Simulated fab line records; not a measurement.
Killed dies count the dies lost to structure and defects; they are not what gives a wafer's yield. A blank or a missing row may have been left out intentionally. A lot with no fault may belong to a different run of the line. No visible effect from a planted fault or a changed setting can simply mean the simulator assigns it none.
fab line records :: flow sky130 :: part 2 of 2: steps 33 to 40 of 40
record
  lots=5
  wafers=15
  last_day=49
route steps=708 shown METAL4@599 CAP2M@603
lots untouched by any fault: they come from a run of this same line in which no faults occurred
start_h: hours from the record's first day to the start of the lot's first wafer shown :: wait_h: hours since the lot's step before :: " same as the row above :: L1.1+2: a row that stands for several wafers :: - no value present, or no start provided :: * or withheld: withheld :: < > ~ a bound
route shown NAME@n: NAME is a module with steps in the file, n the number in the route of the first one :: usual: average and standard deviation across the fault-free wafers :: same: alike in all rows :: chamber/n: place in a boat :: sites: per-site readings :: _std_site: their standard deviation :: _edge_site: mean of outer sites minus mean of inner sites :: radius_mm: for every site, how far away it sits from the centre of the wafer :: mask NAME#n: copy n :: behind: the tool/chamber that last shaped the wafer :: hold: reason for holding the lot/hours on hold/outcome of the hold :: device: the n, p or np transistor that did not switch :: end of line: the same wafers' tests at the end of the route :: a step with no rows: only its recipe :: killed: dies that structure and defects cost at the first sort, which is not the same as the wafer's yield :: map: the dies of a wafer, with x for killed, . for not killed, _ for no die there
set.NAME: the setting the step ran with; set.NAME@STEP: the setting that earlier step ran with :: model.NAME: the simulator's own value behind a step, which no gauge read
lots seen at some steps along the route; tables by step, rows by wafer
services: when a tool's chamber went out of use (start_h, in hours from the record's first day, below 0 if earlier), for how many hours, and the reason
## steps
# step SKY_METAL4_DESCUM_15
# recipe
  chemistry=O2
  source_power_w=150
  bias_power_w=0
  pressure_mtorr=10
  temp_c=40
  time_s=8
# usual
  drypump_motor_current_A=6.0/0.31
  oes_product_au=1.004/0.0091
  rf_fwd_power_W=147.4/0.76
lot.wafer: L075.1
tool: rie_metal-02
chamber: 0
start_h: 978.50
wait_h: 0.0
drypump_motor_current_A: 6.2
oes_product_au: 0.985
rf_fwd_power_W: 146.7
rf_hours_counter_h: 15

lot.wafer: L075.2
tool: rie_metal-02
chamber: 1
start_h: 978.50
wait_h: 0.0
drypump_motor_current_A: 5.7
oes_product_au: 0.992
rf_fwd_power_W: 147.8
rf_hours_counter_h: 9

lot.wafer: L075.4
tool: rie_metal-02
chamber: 0
start_h: 978.50
wait_h: 0.0
drypump_motor_current_A: 6.2
oes_product_au: 0.989
rf_fwd_power_W: 147.1
rf_hours_counter_h: -

lot.wafer: L076.3
tool: rie_metal-02
chamber: 1
start_h: 987.89
wait_h: 0.0
drypump_motor_current_A: 5.7
oes_product_au: 0.986
rf_fwd_power_W: 147.9
rf_hours_counter_h: -

lot.wafer: L076.4
tool: rie_metal-02
chamber: 0
start_h: 987.89
wait_h: 0.0
drypump_motor_current_A: 6.2
oes_product_au: 0.996
rf_fwd_power_W: 147.1
rf_hours_counter_h: -

lot.wafer: L076.6
tool: rie_metal-02
chamber: 0
start_h: 987.89
wait_h: 0.0
drypump_motor_current_A: 6.2
oes_product_au: 1.002
rf_fwd_power_W: 146.7
rf_hours_counter_h: -

lot.wafer: L077.1
tool: rie_metal-03
chamber: 1
start_h: 991.43
wait_h: 0.0
drypump_motor_current_A: 5.6
oes_product_au: 1.004
rf_fwd_power_W: 146.5
rf_hours_counter_h: 13

lot.wafer: L077.4
tool: rie_metal-03
chamber: 1
start_h: 991.43
wait_h: 0.0
drypump_motor_current_A: 5.6
oes_product_au: 1.005
rf_fwd_power_W: 146.5
rf_hours_counter_h: -

lot.wafer: L077.5
tool: rie_metal-03
chamber: 0
start_h: 991.43
wait_h: 0.0
drypump_motor_current_A: 6.2
oes_product_au: 1.010
rf_fwd_power_W: 147.3
rf_hours_counter_h: -

lot.wafer: L083.1
tool: rie_metal-01
chamber: 0
start_h: 1050.68
wait_h: 0.0
drypump_motor_current_A: 6.4
oes_product_au: 1.013
rf_fwd_power_W: 147.8
rf_hours_counter_h: 17

lot.wafer: L083.5
tool: rie_metal-01
chamber: 1
start_h: 1050.68
wait_h: 0.0
drypump_motor_current_A: 5.7
oes_product_au: 0.995
rf_fwd_power_W: 148.2
rf_hours_counter_h: -

lot.wafer: L083.6
tool: rie_metal-01
chamber: 0
start_h: 1050.68
wait_h: 0.0
drypump_motor_current_A: 6.4
oes_product_au: 1.014
rf_fwd_power_W: 147.7
rf_hours_counter_h: -

lot.wafer: L089.1
tool: rie_metal-03
chamber: 0
start_h: 1091.93
wait_h: 0.0
drypump_motor_current_A: 6.2
oes_product_au: 1.009
rf_fwd_power_W: 148.4
rf_hours_counter_h: 14

lot.wafer: L089.2
tool: rie_metal-03
chamber: 1
start_h: 1091.93
wait_h: 0.0
drypump_motor_current_A: 5.6
oes_product_au: 0.997
rf_fwd_power_W: 146.9
rf_hours_counter_h: 19

lot.wafer: L089.4
tool: rie_metal-03
chamber: 1
start_h: 1091.93
wait_h: 0.0
drypump_motor_current_A: 5.6
oes_product_au: 1.006
rf_fwd_power_W: 146.8
rf_hours_counter_h: -
# step SKY_METAL4_ETCH_16
# recipe
  chemistry=N2/H2
  target=BARC
  ion_energy_ev=200
  bias_w=100
  pressure_mtorr=30
  n2_flow_sccm=100
  h2_flow_sccm=200
  icp_w=500
  stop_on=SiO2
  time_s=88.2
  target_depth_a=600
# usual
  drypump_motor_current_A=6.0/0.31
  h2_flow_sccm=200.0/0.61
  oes_product_au=0.626/0.0046
  rf_fwd_power_W=497.1/1.7
  throttle_valve_pct=13.204/0.0093
lot.wafer: L075.1
tool: rie_metal-02
chamber: 0
start_h: 978.53
wait_h: 0.0
drypump_motor_current_A: 6.2
h2_flow_sccm: 200.5
oes_product_au: 0.629
rf_fwd_power_W: 499.3
rf_hours_counter_h: 15
throttle_valve_pct: 13.197

lot.wafer: L075.2
tool: rie_metal-02
chamber: 1
start_h: 978.53
wait_h: 0.0
drypump_motor_current_A: 5.7
h2_flow_sccm: 200.0
oes_product_au: 0.619
rf_fwd_power_W: 496.4
rf_hours_counter_h: 9
throttle_valve_pct: 13.219

lot.wafer: L075.4
tool: rie_metal-02
chamber: 0
start_h: 978.53
wait_h: 0.0
drypump_motor_current_A: 6.1
h2_flow_sccm: 200.5
oes_product_au: 0.623
rf_fwd_power_W: 498.2
rf_hours_counter_h: -
throttle_valve_pct: 13.201

lot.wafer: L076.3
tool: rie_metal-02
chamber: 1
start_h: 987.94
wait_h: 0.0
drypump_motor_current_A: 5.7
h2_flow_sccm: 199.4
oes_product_au: 0.622
rf_fwd_power_W: 498.7
rf_hours_counter_h: -
throttle_valve_pct: 13.209

lot.wafer: L076.4
tool: rie_metal-02
chamber: 0
start_h: 987.94
wait_h: 0.0
drypump_motor_current_A: 6.2
h2_flow_sccm: 200.0
oes_product_au: 0.623
rf_fwd_power_W: 494.6
rf_hours_counter_h: -
throttle_valve_pct: 13.211

lot.wafer: L076.6
tool: rie_metal-02
chamber: 0
start_h: 987.94
wait_h: 0.0
drypump_motor_current_A: 6.2
h2_flow_sccm: 199.7
oes_product_au: 0.629
rf_fwd_power_W: 496.7
rf_hours_counter_h: -
throttle_valve_pct: 13.214

lot.wafer: L077.1
tool: rie_metal-03
chamber: 1
start_h: 991.46
wait_h: 0.0
drypump_motor_current_A: 5.6
h2_flow_sccm: 200.9
oes_product_au: 0.623
rf_fwd_power_W: 497.8
rf_hours_counter_h: 13
throttle_valve_pct: 13.220

lot.wafer: L077.4
tool: rie_metal-03
chamber: 1
start_h: 991.46
wait_h: 0.0
drypump_motor_current_A: 5.6
h2_flow_sccm: 200.1
oes_product_au: 0.620
rf_fwd_power_W: 496.2
rf_hours_counter_h: -
throttle_valve_pct: 13.213

lot.wafer: L077.5
tool: rie_metal-03
chamber: 0
start_h: 991.46
wait_h: 0.0
drypump_motor_current_A: 6.2
h2_flow_sccm: 200.0
oes_product_au: 0.629
rf_fwd_power_W: 497.1
rf_hours_counter_h: -
throttle_valve_pct: 13.187

lot.wafer: L083.1
tool: rie_metal-01
chamber: 0
start_h: 1050.71
wait_h: 0.0
drypump_motor_current_A: 6.4
h2_flow_sccm: 198.9
oes_product_au: 0.632
rf_fwd_power_W: 497.3
rf_hours_counter_h: 17
throttle_valve_pct: 13.186

lot.wafer: L083.5
tool: rie_metal-01
chamber: 1
start_h: 1050.71
wait_h: 0.0
drypump_motor_current_A: 5.8
h2_flow_sccm: 199.3
oes_product_au: 0.625
rf_fwd_power_W: 498.0
rf_hours_counter_h: -
throttle_valve_pct: 13.232

lot.wafer: L083.6
tool: rie_metal-01
chamber: 0
start_h: 1050.71
wait_h: 0.0
drypump_motor_current_A: 6.4
h2_flow_sccm: 199.5
oes_product_au: 0.629
rf_fwd_power_W: 495.2
rf_hours_counter_h: -
throttle_valve_pct: 13.217

lot.wafer: L089.1
tool: rie_metal-03
chamber: 0
start_h: 1091.96
wait_h: 0.0
drypump_motor_current_A: 6.2
h2_flow_sccm: 200.3
oes_product_au: 0.624
rf_fwd_power_W: 499.1
rf_hours_counter_h: 14
throttle_valve_pct: 13.187

lot.wafer: L089.2
tool: rie_metal-03
chamber: 1
start_h: 1091.96
wait_h: 0.0
drypump_motor_current_A: 5.6
h2_flow_sccm: 200.2
oes_product_au: 0.618
rf_fwd_power_W: 495.2
rf_hours_counter_h: 19
throttle_valve_pct: 13.200

lot.wafer: L089.4
tool: rie_metal-03
chamber: 1
start_h: 1091.96
wait_h: 0.0
drypump_motor_current_A: 5.6
h2_flow_sccm: 201.5
oes_product_au: 0.625
rf_fwd_power_W: 494.3
rf_hours_counter_h: -
throttle_valve_pct: 13.210
# step SKY_METAL4_ETCH_17
# recipe
  target=SiO2
  stop_on=TiN
  chemistry=C4F8/O2/Ar
  source_w=1500
  bias_w=1200
  pressure_mtorr=40
  c4f8_flow_sccm=withheld
  O2_flow_sccm=6
  Ar_flow_sccm=300
  time_s=3.9
  target_depth_a=150
# usual
  oes_product_au=0.752/0.008
  rf_fwd_power_W=1469/6.7
lot.wafer: L075.1
tool: rie_diel-01
chamber: 0
start_h: 978.63
wait_h: 0.1
oes_product_au: 0.731
rf_fwd_power_W: 1461
rf_hours_counter_h: 9

lot.wafer: L075.2
tool: rie_diel-01
chamber: 2
start_h: 978.63
wait_h: 0.1
oes_product_au: 0.750
rf_fwd_power_W: 1465
rf_hours_counter_h: 20

lot.wafer: L075.4
tool: rie_diel-01
chamber: 1
start_h: 978.63
wait_h: 0.1
oes_product_au: 0.750
rf_fwd_power_W: 1464
rf_hours_counter_h: 20

lot.wafer: L076.3
tool: rie_diel-04
chamber: 1
start_h: 988.01
wait_h: 0.0
oes_product_au: 0.752
rf_fwd_power_W: 1477
rf_hours_counter_h: 12

lot.wafer: L076.4
tool: rie_diel-04
chamber: 1
start_h: 988.01
wait_h: 0.0
oes_product_au: 0.762
rf_fwd_power_W: 1476
rf_hours_counter_h: -

lot.wafer: L076.6
tool: rie_diel-04
chamber: 3
start_h: 988.01
wait_h: 0.0
oes_product_au: 0.768
rf_fwd_power_W: 1461
rf_hours_counter_h: -

lot.wafer: L077.1
tool: rie_diel-02
chamber: 1
start_h: 991.56
wait_h: 0.1
oes_product_au: 0.753
rf_fwd_power_W: 1473
rf_hours_counter_h: 16

lot.wafer: L077.4
tool: rie_diel-02
chamber: 0
start_h: 991.56
wait_h: 0.1
oes_product_au: 0.751
rf_fwd_power_W: 1462
rf_hours_counter_h: 11

lot.wafer: L077.5
tool: rie_diel-02
chamber: 1
start_h: 991.56
wait_h: 0.1
oes_product_au: 0.750
rf_fwd_power_W: 1474
rf_hours_counter_h: -

lot.wafer: L083.1
tool: rie_diel-02
chamber: 2
start_h: 1050.81
wait_h: 0.1
oes_product_au: 0.759
rf_fwd_power_W: 1473
rf_hours_counter_h: 22

lot.wafer: L083.5
tool: rie_diel-02
chamber: 1
start_h: 1050.81
wait_h: 0.1
oes_product_au: 0.762
rf_fwd_power_W: 1476
rf_hours_counter_h: -

lot.wafer: L083.6
tool: rie_diel-02
chamber: 2
start_h: 1050.81
wait_h: 0.1
oes_product_au: 0.767
rf_fwd_power_W: 1476
rf_hours_counter_h: -

lot.wafer: L089.1
tool: rie_diel-04
chamber: 3
start_h: 1092.06
wait_h: 0.1
oes_product_au: 0.757
rf_fwd_power_W: 1462
rf_hours_counter_h: 11

lot.wafer: L089.2
tool: rie_diel-04
chamber: 2
start_h: 1092.06
wait_h: 0.1
oes_product_au: 0.750
rf_fwd_power_W: 1459
rf_hours_counter_h: 12

lot.wafer: L089.4
tool: rie_diel-04
chamber: 0
start_h: 1092.06
wait_h: 0.1
oes_product_au: 0.746
rf_fwd_power_W: 1468
rf_hours_counter_h: -
# step SKY_METAL4_METAL_ETCH_18
# recipe
  target_depth_a=8450
  stop_on=SiO2
  over_etch_frac=0.3
  time_s=183.1
  chemistry=Cl2/BCl3
  resist_sidewall_deg=88
  pressure_mtorr=10
  icp_w=900
  bias_w=48.5
  Cl2_flow_sccm=60
  bcl3_flow_sccm=30
# usual
  bcl3_flow_sccm=30.00/0.094
  drypump_motor_current_A=6.0/0.3
  oes_product_au=0.865/0.0065
  rf_fwd_power_W=897.0/2.9
  throttle_valve_pct=22.264/0.01
lot.wafer: L075.1
tool: rie_metal-03
chamber: 0
start_h: 978.64
wait_h: 0.0
bcl3_flow_sccm: 30.12
drypump_motor_current_A: 6.1
oes_product_au: 0.860
rf_fwd_power_W: 889.4
rf_hours_counter_h: 8
throttle_valve_pct: 22.272

lot.wafer: L075.2
tool: rie_metal-03
chamber: 1
start_h: 978.64
wait_h: 0.0
bcl3_flow_sccm: 30.18
drypump_motor_current_A: 5.6
oes_product_au: 0.866
rf_fwd_power_W: 898.8
rf_hours_counter_h: 12
throttle_valve_pct: 22.262

lot.wafer: L075.4
tool: rie_metal-03
chamber: 0
start_h: 978.64
wait_h: 0.0
bcl3_flow_sccm: 30.08
drypump_motor_current_A: 6.2
oes_product_au: 0.857
rf_fwd_power_W: 896.5
rf_hours_counter_h: -
throttle_valve_pct: 22.243

lot.wafer: L076.3
tool: rie_metal-01
chamber: 0
start_h: 988.15
wait_h: 0.1
bcl3_flow_sccm: 29.93
drypump_motor_current_A: 6.4
oes_product_au: 0.857
rf_fwd_power_W: 898.7
rf_hours_counter_h: -
throttle_valve_pct: 22.266

lot.wafer: L076.4
tool: rie_metal-01
chamber: 0
start_h: 988.15
wait_h: 0.1
bcl3_flow_sccm: 29.95
drypump_motor_current_A: 6.4
oes_product_au: 0.869
rf_fwd_power_W: 895.1
rf_hours_counter_h: -
throttle_valve_pct: 22.262

lot.wafer: L076.6
tool: rie_metal-01
chamber: 0
start_h: 988.15
wait_h: 0.1
bcl3_flow_sccm: 29.95
drypump_motor_current_A: 6.4
oes_product_au: 0.865
rf_fwd_power_W: 897.0
rf_hours_counter_h: -
throttle_valve_pct: 22.264

lot.wafer: L077.1
tool: rie_metal-02
chamber: 0
start_h: 991.58
wait_h: 0.0
bcl3_flow_sccm: 29.97
drypump_motor_current_A: 6.2
oes_product_au: 0.862
rf_fwd_power_W: 902.9
rf_hours_counter_h: 16
throttle_valve_pct: 22.281

lot.wafer: L077.4
tool: rie_metal-02
chamber: 1
start_h: 991.58
wait_h: 0.0
bcl3_flow_sccm: 29.98
drypump_motor_current_A: 5.7
oes_product_au: 0.871
rf_fwd_power_W: 896.3
rf_hours_counter_h: -
throttle_valve_pct: 22.241

lot.wafer: L077.5
tool: rie_metal-02
chamber: 0
start_h: 991.58
wait_h: 0.0
bcl3_flow_sccm: 29.85
drypump_motor_current_A: 6.2
oes_product_au: 0.861
rf_fwd_power_W: 897.8
rf_hours_counter_h: -
throttle_valve_pct: 22.266

lot.wafer: L083.1
tool: rie_metal-02
chamber: 0
start_h: 1050.83
wait_h: 0.0
bcl3_flow_sccm: 29.89
drypump_motor_current_A: 6.2
oes_product_au: 0.861
rf_fwd_power_W: 894.0
rf_hours_counter_h: 19
throttle_valve_pct: 22.278

lot.wafer: L083.5
tool: rie_metal-02
chamber: 0
start_h: 1050.83
wait_h: 0.0
bcl3_flow_sccm: 30.03
drypump_motor_current_A: 6.2
oes_product_au: 0.863
rf_fwd_power_W: 895.8
rf_hours_counter_h: -
throttle_valve_pct: 22.279

lot.wafer: L083.6
tool: rie_metal-02
chamber: 1
start_h: 1050.83
wait_h: 0.0
bcl3_flow_sccm: 29.91
drypump_motor_current_A: 5.7
oes_product_au: 0.850
rf_fwd_power_W: 899.2
rf_hours_counter_h: -
throttle_valve_pct: 22.253

lot.wafer: L089.1
tool: rie_metal-02
chamber: 0
start_h: 1092.08
wait_h: 0.0
bcl3_flow_sccm: 29.93
drypump_motor_current_A: 6.2
oes_product_au: 0.876
rf_fwd_power_W: 897.2
rf_hours_counter_h: 23
throttle_valve_pct: 22.284

lot.wafer: L089.2
tool: rie_metal-02
chamber: 1
start_h: 1092.08
wait_h: 0.0
bcl3_flow_sccm: 29.94
drypump_motor_current_A: 5.7
oes_product_au: 0.866
rf_fwd_power_W: 902.1
rf_hours_counter_h: 16
throttle_valve_pct: 22.270

lot.wafer: L089.4
tool: rie_metal-02
chamber: 0
start_h: 1092.08
wait_h: 0.0
bcl3_flow_sccm: 29.99
drypump_motor_current_A: 6.2
oes_product_au: 0.872
rf_fwd_power_W: 895.1
rf_hours_counter_h: -
throttle_valve_pct: 22.279
# step SKY_METAL4_STRIP_19
# recipe
  chemistry=O2/N2
  power_w=1400
  pressure_mtorr=1500
  platen_temp_c=withheld
  o2_flow_sccm=3000
  n2_flow_sccm=300
  overash_fraction=0.5
# usual
  drypump_motor_current_A=5.6/0.37
  oes_product_au=0.501/0.0062
  strip_time_to_endpoint_s=6.51/0.091
lot.wafer: L075.1
tool: plasma_asher-03
chamber: 0
start_h: 978.82
wait_h: 0.1
drypump_motor_current_A: 6.2
oes_product_au: 0.502
rf_hours_counter_h: 23
strip_time_to_endpoint_s: 6.38

lot.wafer: L075.2
tool: plasma_asher-03
chamber: 1
start_h: 978.82
wait_h: 0.1
drypump_motor_current_A: 5.7
oes_product_au: 0.496
rf_hours_counter_h: 23
strip_time_to_endpoint_s: 6.51

lot.wafer: L075.4
tool: plasma_asher-03
chamber: 1
start_h: 978.82
wait_h: 0.1
drypump_motor_current_A: 5.7
oes_product_au: 0.502
rf_hours_counter_h: -
strip_time_to_endpoint_s: 6.35

lot.wafer: L076.3
tool: plasma_asher-01
chamber: 1
start_h: 988.42
wait_h: 0.2
drypump_motor_current_A: 5.1
oes_product_au: 0.504
rf_hours_counter_h: -
strip_time_to_endpoint_s: 6.55

lot.wafer: L076.4
tool: plasma_asher-01
chamber: 0
start_h: 988.42
wait_h: 0.2
drypump_motor_current_A: 5.9
oes_product_au: 0.498
rf_hours_counter_h: -
strip_time_to_endpoint_s: 6.50

lot.wafer: L076.6
tool: plasma_asher-01
chamber: 1
start_h: 988.42
wait_h: 0.2
drypump_motor_current_A: 5.1
oes_product_au: 0.511
rf_hours_counter_h: -
strip_time_to_endpoint_s: 6.54

lot.wafer: L077.1
tool: plasma_asher-01
chamber: 0
start_h: 991.76
wait_h: 0.1
drypump_motor_current_A: 5.9
oes_product_au: 0.504
rf_hours_counter_h: 121
strip_time_to_endpoint_s: 6.53

lot.wafer: L077.4
tool: plasma_asher-01
chamber: 1
start_h: 991.76
wait_h: 0.1
drypump_motor_current_A: 5.1
oes_product_au: 0.503
rf_hours_counter_h: -
strip_time_to_endpoint_s: 6.53

lot.wafer: L077.5
tool: plasma_asher-01
chamber: 1
start_h: 991.76
wait_h: 0.1
drypump_motor_current_A: 5.1
oes_product_au: 0.505
rf_hours_counter_h: -
strip_time_to_endpoint_s: 6.49

lot.wafer: L083.1
tool: plasma_asher-01
chamber: 0
start_h: 1051.01
wait_h: 0.1
drypump_motor_current_A: 5.9
oes_product_au: 0.506
rf_hours_counter_h: 126
strip_time_to_endpoint_s: 6.63

lot.wafer: L083.5
tool: plasma_asher-01
chamber: 1
start_h: 1051.01
wait_h: 0.1
drypump_motor_current_A: 5.1
oes_product_au: 0.506
rf_hours_counter_h: -
strip_time_to_endpoint_s: 6.55

lot.wafer: L083.6
tool: plasma_asher-01
chamber: 0
start_h: 1051.01
wait_h: 0.1
drypump_motor_current_A: 5.9
oes_product_au: 0.509
rf_hours_counter_h: -
strip_time_to_endpoint_s: 6.68

lot.wafer: L089.1
tool: plasma_asher-03
chamber: 1
start_h: 1092.26
wait_h: 0.1
drypump_motor_current_A: 5.7
oes_product_au: 0.501
rf_hours_counter_h: 35
strip_time_to_endpoint_s: 6.40

lot.wafer: L089.2
tool: plasma_asher-03
chamber: 0
start_h: 1092.26
wait_h: 0.1
drypump_motor_current_A: 6.2
oes_product_au: 0.504
rf_hours_counter_h: 35
strip_time_to_endpoint_s: 6.50

lot.wafer: L089.4
tool: plasma_asher-03
chamber: 1
start_h: 1092.26
wait_h: 0.1
drypump_motor_current_A: 5.7
oes_product_au: 0.496
rf_hours_counter_h: -
strip_time_to_endpoint_s: 6.42
# step SKY_METAL4_STRIP_20
# recipe
  chemistry=post_etch_residue_remover
  time_s=1200
  temp_c=72.5
lot.wafer: L075.1+2+4
tool: wet_bench-02
chamber: 0
start_h: 978.92
wait_h: 0.1

lot.wafer: L076.3+4+6
tool: wet_bench-04
chamber: 2
start_h: 988.48
wait_h: 0.0

lot.wafer: L077.1+4+5
tool: wet_bench-04
chamber: 2
start_h: 991.86
wait_h: 0.1

lot.wafer: L083.1+5+6
tool: wet_bench-03
chamber: 0
start_h: 1051.11
wait_h: 0.1

lot.wafer: L089.1+2+4
tool: wet_bench-04
chamber: 3
start_h: 1092.36
wait_h: 0.1
# step SKY_METAL4_CLEAN_21
# recipe
  chemistry=IPA
  time_s=180
  temp_c=25
lot.wafer: L075.1+2+4
tool: wet_bench-04
chamber: 1
start_h: 979.26
wait_h: 0.0

lot.wafer: L076.3+4+6
tool: wet_bench-02
chamber: 3
start_h: 988.82
wait_h: 0.0

lot.wafer: L077.1+4+5
tool: wet_bench-03
chamber: 3
start_h: 992.20
wait_h: 0.0

lot.wafer: L083.1+5+6
tool: wet_bench-04
chamber: 3
start_h: 1051.45
wait_h: 0.0

lot.wafer: L089.1+2+4
tool: wet_bench-02
chamber: 2
start_h: 1092.70
wait_h: 0.0
# step SKY_METAL4_CLEAN_22
# recipe
  chemistry=O3/DIW
  dry=n2_spin
lot.wafer: L075.1+2+4
tool: wet_bench-03
chamber: 3
start_h: 979.33
wait_h: 0.0

lot.wafer: L076.3+4+6
tool: wet_bench-02
chamber: 1
start_h: 988.88
wait_h: 0.0

lot.wafer: L077.1+4+5
tool: wet_bench-03
chamber: 0
start_h: 992.26
wait_h: 0.0

lot.wafer: L083.1+5+6
tool: wet_bench-02
chamber: 1
start_h: 1051.51
wait_h: 0.0

lot.wafer: L089.1+2+4
tool: wet_bench-02
chamber: 0
start_h: 1092.76
wait_h: 0.0
## services
tool: pecvd-04
chamber: -
start_h: 911.84
hours: 0.6
kind: repair

tool: krf_scanner-02
chamber: -
start_h: 912.48
hours: 1.3
kind: pm

tool: pvd_sputter-02
chamber: -
start_h: 931.67
hours: 1.4
kind: repair

tool: krf_scanner-01
chamber: -
start_h: 939.66
hours: 4.0
kind: pm

tool: rie_metal-01
chamber: -
start_h: 943.71
hours: 0.4
kind: repair

tool: plasma_asher-01
chamber: -
start_h: 944.10
hours: 0.9
kind: repair

tool: iline_stepper-01
chamber: -
start_h: 950.04
hours: 1.7
kind: pm

tool: rie_metal-03
chamber: -
start_h: 955.18
hours: 0.6
kind: repair

tool: pvd_sputter-04
chamber: -
start_h: 971.67
hours: 4.9
kind: repair

tool: krf_scanner-01
chamber: -
start_h: 978.22
hours: 0.8
kind: pm

tool: rie_metal-01
chamber: 1
start_h: 984.98
hours: 6.7
kind: repair

tool: iline_stepper-01
chamber: -
start_h: 987.52
hours: 4.4
kind: pm

tool: iline_stepper-01
chamber: -
start_h: 995.31
hours: 2.1
kind: pm

tool: krf_scanner-01
chamber: -
start_h: 996.95
hours: 7.2
kind: pm

tool: pecvd-03
chamber: -
start_h: 998.30
hours: 0.9
kind: repair

tool: rie_metal-03
chamber: -
start_h: 1013.69
hours: 1.4
kind: pm

tool: krf_scanner-01
chamber: -
start_h: 1020.02
hours: 0.5
kind: repair

tool: rie_metal-02
chamber: -
start_h: 1023.06
hours: 3.7
kind: repair

tool: krf_scanner-01
chamber: -
start_h: 1030.08
hours: 4.4
kind: pm

tool: rie_metal-02
chamber: -
start_h: 1050.04
hours: 0.3
kind: repair

tool: krf_scanner-01
chamber: -
start_h: 1051.76
hours: 1.0
kind: pm

tool: plasma_asher-01
chamber: -
start_h: 1055.25
hours: 9.0
kind: pm

tool: krf_scanner-01
chamber: -
start_h: 1059.23
hours: 3.6
kind: pm

tool: krf_scanner-01
chamber: -
start_h: 1063.40
hours: 1.3
kind: pm
